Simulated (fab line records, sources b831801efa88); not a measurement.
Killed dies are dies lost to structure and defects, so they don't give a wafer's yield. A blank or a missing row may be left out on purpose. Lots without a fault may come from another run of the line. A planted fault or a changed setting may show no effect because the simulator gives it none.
Which tool did it? | flow gf180mcu | 13 lots, 39 wafers sampled, at 5 steps of a route of 602

WHAT THE GAUGES READ, wafer by wafer
GF_V2_THK_MEAS_25: measures by xrf. Usual: V2_W_THK 349 nm, standard deviation 4.5.
lot  | measured     | on            | V2_W_THK (nm) | flag
L212 | day 20 05:13 | film_metro-04 | 350 350 351   |
L213 | day 20 16:55 | film_metro-03 | 350 352 353   |
L214 | day 21 18:52 | film_metro-04 | 346 345 344   |
L215 | day 21 23:21 | film_metro-01 | 344 346 346   |
L216 | day 22 02:46 | film_metro-04 | 345 348 345   |
L217 | day 22 06:59 | film_metro-04 | 354 353 348   |
L218 | day 22 11:31 | film_metro-04 | 350 355 350   |
L220 | day 23 16:08 | film_metro-04 | 352 354 349   |
L221 | day 24 08:41 | film_metro-03 | 347 346 348   |
L225 | day 25 09:20 | film_metro-04 | 353 353 352   |
L226 | day 25 11:38 | film_metro-04 | 355 357 354   |
L234 | day 27 13:17 | film_metro-04 | 352 357 353   |
L235 | day 28 06:56 | film_metro-03 | 347 349 351   |

GF_V4_THK_MEAS_25: measures by xrf. Usual: V4_W_THK 350 nm, standard deviation 5.
lot  | measured     | on            | V4_W_THK (nm) | flag
L212 | day 24 12:46 | film_metro-03 | 352 355 350   |
L213 | day 24 16:52 | film_metro-04 | 352 353 356   |
L214 | day 25 15:28 | film_metro-03 | 352 351 347   |
L215 | day 26 05:22 | film_metro-01 | 351 345 349   |
L216 | day 26 07:20 | film_metro-01 | 347 343 348   |
L217 | day 26 10:52 | film_metro-04 | 344 345 346   |
L218 | day 26 11:43 | film_metro-03 | 355 350 355   |
L220 | day 27 12:02 | film_metro-04 | 343 346 349   |
L221 | day 28 02:31 | film_metro-01 | 346 348 346   |
L225 | day 28 23:51 | film_metro-01 | 348 349 348   |
L226 | day 29 04:15 | film_metro-04 | 354 355 349   |
L234 | day 30 23:56 | film_metro-01 | 345 344 346   |
L235 | day 31 16:10 | film_metro-04 | 352 350 346   |

GF_MIM_THK_MEAS_06. Usual: MIM_CVD_05_THK 42.0 nm, standard deviation 0.54.
lot  | measured     | on            | MIM_CVD_05_THK (nm)           | flag
L212 | day 24 13:23 | film_metro-02 | 41.6 41.6 41.8                |
L213 | day 24 17:29 | film_metro-03 | 42.7 42.9 43.1                |
L214 | day 25 16:04 | film_metro-02 | 41.9 41.3 42.0                |
L215 | day 26 05:59 | film_metro-02 | 41.9 41.9 42.8                |
L216 | day 26 07:56 | film_metro-04 | 41.5 42.0 42.5                |
L217 | day 26 11:29 | film_metro-04 | 42.0 42.9 42.1                |
L218 | day 26 12:25 | film_metro-03 | 41.7 41.7 41.5                |
L220 | day 27 12:40 | film_metro-03 | 42.8 42.9 42.1                |
L221 | day 28 03:08 | film_metro-03 | 41.8 41.5 42.4                |
L225 | day 29 00:29 | film_metro-03 | 41.4 42.7 42.4                |
L226 | day 29 04:52 | film_metro-04 | 42.4 49.1 49.2 42.4 49.2 49.1 | OFF
L234 | day 31 00:33 | film_metro-04 | 41.8 42.3 41.5                |
L235 | day 31 16:46 | film_metro-03 | 41.6 41.2 42.2                |

GF_V5_OVL_MEAS_15. Usual: V5_OVL -4 nm, standard deviation 4.7.
lot  | measured     | on         | V5_OVL (nm) | flag
L212 | day 27 07:05 | overlay-02 | -13 -4 -11  |
L213 | day 27 10:20 | overlay-01 | -9 -14 -10  |
L214 | day 28 07:04 | overlay-01 | -7 -4 -7    |
L215 | day 28 20:04 | overlay-01 | -1 -3 -1    |
L216 | day 28 22:44 | overlay-02 | -6 -1 1     |
L217 | day 29 01:37 | overlay-02 | -13 -12 -11 |
L218 | day 29 01:58 | overlay-02 | -8 -2 -7    |
L220 | day 30 01:32 | overlay-02 | 0 -6 -6     |
L221 | day 30 14:14 | overlay-01 | 1 1 0       |
L225 | day 31 09:44 | overlay-02 | -3 -3 -8    |
L226 | day 31 14:14 | overlay-02 | -6 -10 -9   |
L234 | day 33 10:10 | overlay-01 | -4 -7 -4    |
L235 | day 33 19:23 | overlay-01 | -5 -7 -4    |

WHICH TOOL RAN EACH LOT (tool, then ch and the chambers of the sampled wafers, then the start)
lot  | GF_MIM_CVD_05
L212 | pecvd-04 ch 0,1,2, day 24 13:20
L213 | pecvd-02 ch 0,2, day 24 17:26
L214 | pecvd-04 ch 0,2, day 25 16:02
L215 | pecvd-04 ch 0,1,2, day 26 05:57
L216 | pecvd-04 ch 0,1,2, day 26 07:55
L217 | pecvd-01 ch 0,1, day 26 11:27
L218 | pecvd-04 ch 0,1,2, day 26 12:23
L220 | pecvd-04 ch 0,1,2, day 27 12:37
L221 | pecvd-02 ch 1,2, day 28 03:06
L225 | pecvd-02 ch 0,1,2, day 29 00:26
L226 | pecvd-01 ch 1,2, day 29 04:50
L234 | pecvd-02 ch 0,1, day 31 00:31
L235 | pecvd-04 ch 0,1,2, day 31 16:44
- GF_MIM_CVD_05: deposits Si3N4, target thk 42 nm, time 29.086 s.

WHAT THE TOOLS THEMSELVES READ (means of the sampled wafers that have a number; where no wafer has one, the mark that the record gives instead)
GF_MIM_CVD_05. Usual: heater_power_outer_w 353 W, standard deviation 64; heater_power_w 665 W, standard deviation 91; temp_max_c 400.04 C, standard deviation 0.24.
lot  | tool     | heater_power_outer_w (W) | heater_power_w (W) | temp_max_c (C) | flag
L212 | pecvd-04 | 340                      | 644                | 400.09         |
L213 | pecvd-02 | 368                      | 702                | 400.07         |
L214 | pecvd-04 | 360                      | 663                | 399.91         |
L215 | pecvd-04 | 281                      | 569                | 400.17         |
L216 | pecvd-04 | 327                      | 631                | 400.07         |
L217 | pecvd-01 | 438                      | 754                | 400.06         |
L218 | pecvd-04 | 327                      | 645                | 399.99         |
L220 | pecvd-04 | 321                      | 617                | 400.02         |
L221 | pecvd-02 | 397                      | 749                | 400.09         |
L225 | pecvd-02 | 357                      | 694                | 400.15         |
L226 | pecvd-01 | 418                      | 741                | 399.88         |
L234 | pecvd-02 | 301                      | 610                | 400.11         |
L235 | pecvd-04 | 329                      | 631                | 400.03         |

THE ANSWER, worked out from the rows above alone
Rule: a lot is off if the mean of its wafers that have a number lies more than 3 standard deviations from the usual mean. A lot without any number at a reading at which 4 lots or more have one is off too. The other lots that the step has rows for count as sound. The gauges are gone through in route order, then the tools' own readings, and for those a lot's mean is taken as printed above. The first step at which some lot is off is used, and at that step the reading that is off furthest; a lot without a number counts as furthest.
Off: L226, at GF_MIM_THK_MEAS_06 (MIM_CVD_05_THK).
A tool fits if, at a process step before that reading, it ran every lot that is off, and no sound lot after the first of them. The gauges at GF_MIM_THK_MEAS_06 are tried like those tools. One fits: pecvd-01 at GF_MIM_CVD_05. Its last sound lot is L217 (day 26 11:27), its first lot that is off L226 (day 29 04:50): a fault that began between those two fits.

WHAT THE SIMULATOR HAD PUT IN
Process parameter drift: pecvd-01, from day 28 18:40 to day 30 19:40, at GF_MIM_CVD_05. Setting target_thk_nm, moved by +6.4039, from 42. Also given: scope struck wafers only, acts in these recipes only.
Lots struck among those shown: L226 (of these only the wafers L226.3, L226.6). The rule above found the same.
